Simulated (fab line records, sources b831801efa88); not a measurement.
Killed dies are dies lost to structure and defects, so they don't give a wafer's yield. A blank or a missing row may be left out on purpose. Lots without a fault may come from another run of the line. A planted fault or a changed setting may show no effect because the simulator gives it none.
fab line records | flow sky130
record lots=6 wafers=18 last_day=50
route steps=708 shown VT_ADJUST_LVTN@116 VT_ADJUST_NCORE@119 VT_ADJUST_HVTR@131 PAD_OPEN@708
lots that met no fault: from a run of the same line without faults
start_h: hours from the record's first day to the start of the lot's first wafer shown | wait_h: hours since the lot's step before | " the same as in the row above | L1.1+2: a row that stands for several wafers | - no value, or no start given | * or withheld: withheld | < > ~ a bound
route shown NAME@n: a module of which the file shows steps, and the number in the route of the first | usual: mean/standard deviation of fault-free wafers | same: alike in all rows | chamber/n: place in a boat | sites: the reading at each site | _std_site: their standard deviation | _edge_site: outer sites' mean less inner sites' | radius_mm: how far each site lies from the wafer's centre | mask NAME#n: copy n | behind: the tool/chamber that last shaped the wafer | hold: why the lot was held/for how many hours/how that ended | device: the transistor (n, p or np) that didn't switch | end of line: the same wafers' tests at the end of the route | a step without rows: its recipe alone | killed: dies lost to structure and defects at the first sort, not the wafer's yield | map: a wafer's dies, x killed, . not, _ none there
set.NAME: the setting as run; set.NAME@STEP: as run at that earlier step | model.NAME: the simulator's own value behind a step, which no gauge read
lots at some steps of the route; a table a step, a row a wafer
services: from which hour (start_h, from the record's first day; less than 0 if before it) a tool's chamber was out of use, for how many hours, and why
## steps
# step SKY_VT_ADJUST_LVTN_IMPLANT_19
# recipe species=B energy_kev=30 dose_cm2=6.5e+11 tilt_deg=withheld
# step SKY_VT_ADJUST_LVTN_STRIP_20
# recipe chemistry=O2/N2 power_w=1400 pressure_mtorr=1500 platen_temp_c=withheld o2_flow_sccm=3000 n2_flow_sccm=300 overash_fraction=0.5
# usual drypump_motor_current_A=5.54/0.26 oes_product_au=0.715/0.0044 strip_time_to_endpoint_s=14.20/0.043
# columns lot.wafer tool chamber start_h wait_h drypump_motor_current_A oes_product_au rf_hours_counter_h strip_time_to_endpoint_s
L884.1 plasma_asher-03 1 164.98 0.1 5.42 0.717 45 14.24
L884.5 " 1 " " 5.43 0.718 - 14.21
L884.6 " 0 " " 5.40 0.722 - 14.24
L894.4 plasma_asher-01 0 231.99 0.1 5.05 0.709 - 14.17
L894.5 " 0 " " 5.04 0.715 - 14.19
L894.6 " 1 " " 5.93 0.720 - 14.15
L895.2 plasma_asher-03 1 238.83 0.1 5.44 0.714 53 14.12
L895.5 " 1 " " 5.44 0.718 - 14.19
L895.6 " 0 " " 5.39 0.715 - 14.12
L897.1 plasma_asher-04 0 254.90 0.1 5.55 0.718 60 14.16
L897.3 " 0 " " 5.55 0.717 - 14.20
L897.5 " 1 " " 5.66 0.721 - 14.18
L899.2 plasma_asher-03 1 267.00 0.1 5.42 0.715 56 14.23
L899.4 " 1 " " 5.45 0.716 - 14.23
L899.5 " 0 " " 5.39 0.719 - 14.26
L906.1 plasma_asher-04 0 315.88 0.1 5.55 0.715 66 14.22
L906.4 " 1 " " 5.70 0.716 - 14.15
L906.6 " 1 " " 5.73 0.709 - 14.21
# step SKY_VT_ADJUST_LVTN_TW_MEAS_21
# usual VT_ADJUST_LVTN_2_TW=186.8/1.7
# columns lot.wafer tool chamber start_h wait_h VT_ADJUST_LVTN_2_TW
L884.1 film_metro-03 - 165.12 0.1 189.8
L884.5 " - " " 189.6
L884.6 " - " " 188.8
L894.4 film_metro-02 - 232.08 0.1 185.3
L894.5 " - " " 186.4
L894.6 " - " " 186.8
L895.2 film_metro-03 - 238.94 0.1 187.0
L895.5 " - " " 187.9
L895.6 " - " " 188.4
L897.1 film_metro-02 - 255.00 0.1 184.1
L897.3 " - " " 184.3
L897.5 " - " " 184.2
L899.2 film_metro-01 - 267.11 0.1 185.7
L899.4 " - " " 185.8
L899.5 " - " " 186.0
L906.1 film_metro-01 - 315.98 0.1 186.5
L906.4 " - " " 186.2
L906.6 " - " " 185.0
# step SKY_VT_ADJUST_NCORE_DEHYDRATE_00
# recipe temp_c=200 time_s=60
# step SKY_VT_ADJUST_NCORE_HMDS_01
# recipe prime_time_s=60 prime_temp_c=120
# step SKY_VT_ADJUST_NCORE_COAT_02
# recipe resist=NOVOLAK spin_rpm=3000 resist_thk_nm=1140
# step SKY_VT_ADJUST_NCORE_SOFTBAKE_03
# recipe temp_c=90 time_s=60 resist=NOVOLAK
# step SKY_VT_ADJUST_NCORE_EXPOSE_04
# recipe mask_id=LVTN_COMPLEMENT_THIN na=0.6 source_shape=conventional sigma_outer=0.6 polarization=unpolarized target_cd_nm=380 dose_mj=139
# step SKY_VT_ADJUST_NCORE_PEB_05
# recipe temp_c=withheld time_s=* resist=NOVOLAK
# step SKY_VT_ADJUST_NCORE_DEVELOP_06
# recipe resist=NOVOLAK developer=TMAH develop_time_s=60 dev_temp_c=23
# step SKY_VT_ADJUST_NCORE_CD_MEAS_07
# recipe target_cd_nm=380
# usual cd_nm=380.7/2.3
# columns lot.wafer tool chamber start_h wait_h cd_nm
L884.1 cd_sem-02 - 185.42 0.1 383.4
L884.5 " - " " 380.6
L884.6 " - " " 382.1
L894.4 cd_sem-02 - 255.18 0.1 382.0
L894.5 " - " " 381.3
L894.6 " - " " 378.9
L895.2 cd_sem-02 - 263.39 0.1 375.7
L895.5 " - " " 380.0
L895.6 " - " " 377.2
L897.1 cd_sem-02 - 278.99 0.1 380.7
L897.3 " - " " 381.7
L897.5 " - " " 381.4
L899.2 cd_sem-01 - 291.86 0.1 380.8
L899.4 " - " " 385.3
L899.5 " - " " 381.6
L906.1 cd_sem-01 - 342.57 0.1 383.6
L906.4 " - " " 385.6
L906.6 " - " " 385.7
# step SKY_VT_ADJUST_NCORE_OVL_MEAS_08
# usual VT_ADJUST_NCORE_OVL=-0.5/1.5
# columns lot.wafer tool chamber start_h wait_h VT_ADJUST_NCORE_OVL[nm]
L884.1 overlay-02 - 185.54 0.1 1.9
L884.5 " - " " 0.8
L884.6 " - " " 1.7
L894.4 overlay-02 - 255.26 0.1 -1.1
L894.5 " - " " 0.0
L894.6 " - " " -1.2
L895.2 overlay-01 - 263.49 0.1 -0.8
L895.5 " - " " -1.1
L895.6 " - " " 1.2
L897.1 overlay-02 - 279.11 0.1 -0.6
L897.3 " - " " -0.7
L897.5 " - " " -1.4
L899.2 overlay-02 - 291.96 0.1 0.3
L899.4 " - " " 0.1
L899.5 " - " " -1.1
L906.1 overlay-01 - 342.69 0.1 2.0
L906.4 " - " " 0.8
L906.6 " - " " 0.9
# step SKY_VT_ADJUST_NCORE_IMPLANT_09
# recipe species=B energy_kev=10 dose_cm2=2.4e+12 tilt_deg=withheld
# usual beam_energy_keV=9.9999/0.0025 beam_on_s=10.00/0.21
# columns lot.wafer tool chamber start_h wait_h beam_energy_keV beam_on_s model.implant.rp_nm model.implant.drp_nm
L884.1 implanter-04 0 185.57 0.0 10.001 10.24 33.5 17.11
L884.5 " 0 " " 10.003 10.01 33.5 17.11
L884.6 " 0 " " 10.001 10.11 33.5 17.11
L894.4 implanter-03 0 255.35 0.1 6.5993 10.16 23.41 12.79
L894.5 " 0 " " 6.6022 9.88 23.41 12.79
L894.6 " 0 " " 6.5974 10.39 23.41 12.79
L895.2 implanter-03 0 263.55 0.0 6.5944 9.99 22.69 12.79
L895.5 " 0 " " 6.5977 10.50 22.69 12.79
L895.6 " 0 " " 6.6004 10.16 22.69 12.79
L897.1 implanter-04 0 279.14 0.0 9.9971 10.23 32.94 17.11
L897.3 " 0 " " 9.9994 10.01 32.94 17.11
L897.5 " 0 " " 10.003 9.87 32.94 17.11
L899.2 implanter-04 0 292.02 0.0 10.002 10.02 34.3 17.11
L899.4 " 0 " " 10.0000 10.28 34.3 17.11
L899.5 " 0 " " 10.006 9.94 34.3 17.11
L906.1 implanter-03 0 342.72 0.0 9.9994 9.94 32.92 17.11
L906.4 " 0 " " 9.9935 9.87 32.92 17.11
L906.6 " 0 " " 9.9995 10.03 32.92 17.11
# step SKY_VT_ADJUST_NCORE_STRIP_10
# recipe chemistry=O2/N2 power_w=1400 pressure_mtorr=1500 platen_temp_c=withheld o2_flow_sccm=3000 n2_flow_sccm=300 overash_fraction=0.5
# usual drypump_motor_current_A=5.7/0.36 oes_product_au=0.715/0.0044 strip_time_to_endpoint_s=14.21/0.038
# columns lot.wafer tool chamber start_h wait_h drypump_motor_current_A oes_product_au rf_hours_counter_h strip_time_to_endpoint_s
L884.1 plasma_asher-04 0 185.72 0.1 5.5 0.719 52 14.18
L884.5 " 0 " " 5.5 0.718 - 14.16
L884.6 " 1 " " 5.7 0.719 - 14.18
L894.4 plasma_asher-03 1 255.46 0.1 5.5 0.721 - 14.26
L894.5 " 0 " " 5.3 0.711 - 14.25
L894.6 " 1 " " 5.4 0.718 - 14.26
L895.2 plasma_asher-04 1 263.67 0.1 5.7 0.713 61 14.23
L895.5 " 1 " " 5.7 0.721 - 14.19
L895.6 " 0 " " 5.6 0.714 - 14.22
L897.1 plasma_asher-03 0 279.29 0.1 5.4 0.718 57 14.24
L897.3 " 0 " " 5.4 0.716 - 14.20
L897.5 " 0 " " 5.4 0.715 - 14.20
L899.2 plasma_asher-02 1 292.14 0.1 5.9 0.714 43 14.22
L899.4 " 1 " " 5.9 0.710 - 14.16
L899.5 " 1 " " 5.9 0.714 - 14.21
L906.1 plasma_asher-03 1 342.87 0.1 5.4 0.711 63 14.15
L906.4 " 1 " " 5.4 0.711 - 14.24
L906.6 " 1 " " 5.5 0.720 - 14.19
# step SKY_VT_ADJUST_NCORE_TW_MEAS_11
# usual VT_ADJUST_NCORE_TW=218.1/1.4
# columns lot.wafer tool chamber start_h wait_h VT_ADJUST_NCORE_TW
L884.1 film_metro-03 - 185.82 0.1 219.0
L884.5 " - " " 219.1
L884.6 " - " " 218.8
L894.4 film_metro-01 - 255.55 0.1 196.7
L894.5 " - " " 196.7
L894.6 " - " " 197.5
L895.2 film_metro-04 - 263.78 0.1 198.9
L895.5 " - " " 197.7
L895.6 " - " " 197.6
L897.1 film_metro-04 - 279.39 0.1 217.4
L897.3 " - " " 219.6
L897.5 " - " " 217.4
L899.2 film_metro-01 - 292.25 0.1 218.8
L899.4 " - " " 217.6
L899.5 " - " " 219.3
L906.1 film_metro-03 - 342.97 0.1 219.5
L906.4 " - " " 219.0
L906.6 " - " " 218.8
# step SKY_VT_ADJUST_HVTR_DEHYDRATE_00
# recipe temp_c=200 time_s=60
# step SKY_PAD_OPEN_PROBE_99
# usual killed_at_M0_to_M3=44/8.6 killed_at_M4_up=3.4/1.9 killed_at_contacts=23/5.7 killed_at_front_end=15/4.5 killed_at_other=0.4/0.62 killed_dies=86/11 killed_open=46/7.6 killed_short=39/6.3
# same gross_dies=492 killed_at_back_side=0
# columns lot.wafer tool chamber start_h wait_h killed_at_M0_to_M3 killed_at_M4_up killed_at_contacts killed_at_front_end killed_at_other killed_dies killed_open killed_short model.etest.nfet_16v.r_on_ohm_um model.etest.pfet_g5v0d10v5.r_on_ohm_um model.etest.res_pwell_under_gate.rs_ohm_sq model.etest.pfet_g5v0d10v5.drive_ua_um model.etest.pfet_16v.drive_ua_um model.etest.nfet_16v.drive_ua_um model.etest.pfet_g5v0d10v5.off_log10_a_um model.etest.pfet_g5v0d10v5.vt_sat_v
L884.1 prober-02 - 1085.39 0.1 32 3 19 7 1 62 37 25 1.383e+04 4732 2272 343.3 246 226.4 -12.59 -0.6358
L884.5 prober-02 - 1085.59 0.2 35 6 23 15 0 79 37 42 1.394e+04 4765 2306 341.2 245.2 226.1 -12.69 -0.6555
L884.6 prober-02 - 1085.64 0.2 30 3 31 8 0 72 42 30 1.384e+04 4685 2281 344.7 247.3 227.2 -12.67 -0.6471
L894.4 prober-02 - 1146.11 0.2 41 6 22 22 0 91 55 36 1.348e+04 4799 2343 335.4 235.3 227.6 -13.42 -0.7361
L894.5 prober-02 - 1146.16 0.2 32 3 24 21 0 80 40 40 1.334e+04 4800 2359 337.3 238.1 230.6 -13.48 -0.7571
L894.6 prober-02 - 1146.21 0.2 44 2 26 19 0 91 56 35 1.356e+04 4838 2345 334.8 229.1 229.1 -13.47 -0.729
L895.2 prober-01 - 1155.79 0.1 46 5 28 15 0 94 54 40 1.355e+04 4854 2360 328.4 237 225.1 -13.45 -0.7425
L895.5 prober-01 - 1155.94 0.2 43 5 27 21 0 96 47 49 1.365e+04 4796 2349 333.4 235.7 228.1 -13.45 -0.7246
L895.6 prober-01 - 1155.99 0.2 32 1 30 19 0 82 38 44 1.361e+04 4894 2336 332.4 238.1 226.3 -13.44 -0.744
L897.1 prober-02 - 1174.29 0.1 43 2 28 11 0 84 48 36 1.428e+04 4946 2285 328.7 239.5 215.6 -12.88 -0.6549
L897.3 prober-02 - 1174.39 0.2 47 2 42 8 0 99 56 43 1.415e+04 4882 2282 332.1 243.6 216.9 -12.79 -0.6513
L897.5 prober-02 - 1174.49 0.2 35 3 27 14 0 79 42 34 1.422e+04 4910 2285 326.2 245.5 215.8 -12.69 -0.6583
L899.2 prober-01 - 1176.69 0.1 58 5 22 17 1 103 50 51 1.42e+04 4760 2310 341.6 243.7 218.3 -12.47 -0.625
L899.4 prober-01 - 1176.79 0.2 31 2 22 16 1 72 31 41 1.425e+04 4810 2302 338.5 248.3 220.5 -12.76 -0.6488
L899.5 prober-01 - 1176.84 0.2 31 2 28 14 0 75 43 32 1.42e+04 4712 2298 342.1 242.8 221.3 -12.72 -0.6488
L906.1 prober-02 - 1200.79 0.1 42 1 36 14 0 93 48 45 1.406e+04 4757 2263 340.7 249.5 220 -12.52 -0.6333
L906.4 prober-02 - 1200.94 0.2 45 5 19 22 1 92 48 43 1.416e+04 4794 2283 339 244.7 219.1 -12.88 -0.6638
L906.6 prober-02 - 1201.04 0.2 47 1 23 13 0 84 53 30 1.426e+04 4853 2271 335.6 245.5 218 -12.78 -0.6559
# killed by level:class
L884.1 VIA1:geometric_particle:open=11 CONTACT:geometric_particle:open=7 LI_CONTACT:geometric_particle:open=6 VIA1:geometric_particle:short=4 VIA2:geometric_particle:short=4 POLY_GATE:geometric_particle:open=3 LI_CONTACT:geometric_particle:short=3 LOCAL_INTERCONNECT:geometric_particle:short=3
L884.5 CONTACT:geometric_particle:open=8 VIA1:geometric_particle:open=8 CONTACT:geometric_particle:short=7 METAL2:geometric_particle:short=6 VIA2:geometric_particle:open=6 VIA3:geometric_particle:open=5 FIELD_ISO:geometric_particle:short=3 METAL1:geometric_particle:short=3
L884.6 CONTACT:geometric_particle:open=14 VIA1:geometric_particle:open=11 CONTACT:geometric_particle:short=7 LI_CONTACT:geometric_particle:open=5 VIA2:geometric_particle:open=4 LOCAL_INTERCONNECT:geometric_particle:short=3 VIA1:geometric_particle:short=3 METAL4:geometric_particle:short=3
L894.4 CONTACT:geometric_particle:open=9 VIA2:geometric_particle:open=9 LI_CONTACT:geometric_particle:open=8 VIA1:geometric_particle:open=7 VIA3:geometric_particle:open=7 METAL4:geometric_particle:short=6 POLY_GATE:geometric_particle:open=6 METAL2:geometric_particle:short=5
L894.5 CONTACT:geometric_particle:open=10 FIELD_ISO:geometric_particle:short=9 VIA3:geometric_particle:open=8 VIA1:geometric_particle:open=7 FIELD_ISO:geometric_particle:open=4 LI_CONTACT:geometric_particle:open=4 LOCAL_INTERCONNECT:geometric_particle:short=4 POLY_GATE:geometric_particle:open=3
L894.6 VIA1:geometric_particle:open=12 CONTACT:geometric_particle:open=12 METAL1:geometric_particle:short=9 FIELD_ISO:geometric_particle:open=8 VIA3:geometric_particle:open=6 LI_CONTACT:geometric_particle:open=5 FIELD_ISO:geometric_particle:short=4 LOCAL_INTERCONNECT:geometric_particle:short=4
L895.2 VIA1:geometric_particle:open=14 CONTACT:geometric_particle:open=11 LI_CONTACT:geometric_particle:open=8 METAL2:geometric_particle:short=7 VIA2:geometric_particle:open=7 VIA3:geometric_particle:short=5 POLY_GATE:geometric_particle:open=4 LI_CONTACT:geometric_particle:short=4
L895.5 VIA1:geometric_particle:open=9 VIA3:geometric_particle:open=8 LI_CONTACT:geometric_particle:open=8 FIELD_ISO:geometric_particle:open=7 FIELD_ISO:geometric_particle:short=6 LOCAL_INTERCONNECT:geometric_particle:short=6 VIA2:geometric_particle:open=6 METAL1:geometric_particle:short=5
L895.6 LOCAL_INTERCONNECT:geometric_particle:short=11 VIA1:geometric_particle:open=11 LI_CONTACT:geometric_particle:open=7 FIELD_ISO:geometric_particle:short=6 FIELD_ISO:geometric_particle:open=5 POLY_GATE:geometric_particle:open=5 LI_CONTACT:geometric_particle:short=4 CONTACT:geometric_particle:open=4
L897.1 VIA3:geometric_particle:open=13 VIA2:geometric_particle:open=10 CONTACT:geometric_particle:short=8 CONTACT:geometric_particle:open=7 LI_CONTACT:geometric_particle:open=6 METAL2:geometric_particle:short=4 LOCAL_INTERCONNECT:geometric_particle:short=4 VIA1:geometric_particle:open=4
L897.3 VIA1:geometric_particle:open=11 CONTACT:geometric_particle:open=10 VIA2:geometric_particle:open=10 LI_CONTACT:geometric_particle:short=9 VIA3:geometric_particle:open=8 CONTACT:geometric_particle:short=7 METAL2:geometric_particle:short=7 LOCAL_INTERCONNECT:geometric_particle:short=6
L897.5 CONTACT:geometric_particle:open=10 VIA3:geometric_particle:open=8 POLY_GATE:geometric_particle:short=5 LI_CONTACT:geometric_particle:short=5 LI_CONTACT:geometric_particle:open=5 VIA2:geometric_particle:open=5 VIA1:geometric_particle:open=5 POLY_GATE:geometric_particle:open=4
L899.2 VIA1:geometric_particle:open=13 LI_CONTACT:geometric_particle:open=8 METAL1:geometric_particle:short=8 VIA2:geometric_particle:open=7 FIELD_ISO:geometric_particle:short=6 METAL2:geometric_particle:short=6 CONTACT:geometric_particle:open=5 VIA1:geometric_particle:short=5
L899.4 LI_CONTACT:geometric_particle:open=7 METAL1:geometric_particle:short=7 LI_CONTACT:geometric_particle:short=5 VIA1:geometric_particle:open=5 CONTACT:geometric_particle:short=5 FIELD_ISO:geometric_particle:short=4 METAL3:geometric_particle:short=4 CONTACT:geometric_particle:open=4
L899.5 CONTACT:geometric_particle:open=11 LI_CONTACT:geometric_particle:open=7 VIA3:geometric_particle:open=6 CONTACT:geometric_particle:short=6 METAL3:geometric_particle:short=5 POLY_GATE:geometric_particle:open=4 METAL2:geometric_particle:short=4 VIA2:geometric_particle:open=4
L906.1 LI_CONTACT:geometric_particle:open=9 CONTACT:geometric_particle:open=9 LOCAL_INTERCONNECT:geometric_particle:short=7 VIA2:geometric_particle:open=7 VIA1:geometric_particle:short=7 CONTACT:geometric_particle:short=6 VIA1:geometric_particle:open=5 VIA3:geometric_particle:open=5
L906.4 FIELD_ISO:geometric_particle:open=9 LI_CONTACT:geometric_particle:open=8 VIA1:geometric_particle:open=8 METAL1:geometric_particle:short=7 CONTACT:geometric_particle:open=6 VIA1:geometric_particle:short=6 VIA2:geometric_particle:open=6 METAL4:geometric_particle:short=5
L906.6 VIA1:geometric_particle:open=12 CONTACT:geometric_particle:open=9 VIA2:geometric_particle:open=9 LI_CONTACT:geometric_particle:open=8 VIA1:geometric_particle:short=6 POLY_GATE:geometric_particle:open=5 METAL1:geometric_particle:short=4 VIA3:geometric_particle:open=4
## services
# columns tool chamber start_h hours kind
implanter-03 - 150.08 0.6 repair
plasma_asher-04 - 187.11 1.5 repair
plasma_asher-01 - 195.03 28.6 pm
plasma_asher-03 - 208.25 1.2 repair
plasma_asher-03 - 236.83 0.5 repair
implanter-03 - 247.06 2.2 repair
plasma_asher-03 - 274.50 0.9 repair
plasma_asher-01 - 277.26 1.2 repair
implanter-04 - 308.08 3.4 pm
plasma_asher-04 - 337.86 1.8 repair
## key
first_sign step=SKY_VT_ADJUST_NCORE_IMPLANT_09 reading=beam_energy_keV direction=down sigmas=99+ usual=* struck=*
effect step=SKY_VT_ADJUST_NCORE_TW_MEAS_11 reading=VT_ADJUST_NCORE_TW direction=down sigmas=15 usual=218.1 struck=197.5
model_effect step=SKY_VT_ADJUST_NCORE_IMPLANT_09 value=implant.rp_nm without=32.39 struck=23.05
model_effect step=SKY_PAD_OPEN_PROBE_99 value=etest.nfet_16v.r_on_ohm_um without=1.408e+04 struck=1.353e+04
met_at SKY_VT_ADJUST_NCORE_IMPLANT_09
struck_wafers L894.4,L894.5,L894.6,L895.2,L895.5,L895.6
tester_left_out L894,L895
fault kind=process_parameter_drift tool=implanter-03 chamber=- onset_h=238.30 steps=SKY_VT_ADJUST_NCORE_IMPLANT_09 channel=energy_kev offset=* shape=step end_h=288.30 acts_in=* stated=*
# tester_left_out: of these lots the tester's yield and bins aren't shown, on N5 and GAA mostly nor the transistor test; their killed dies are dies lost to structure and defects alone, not to doping, threshold or leakage, so they don't give the yield
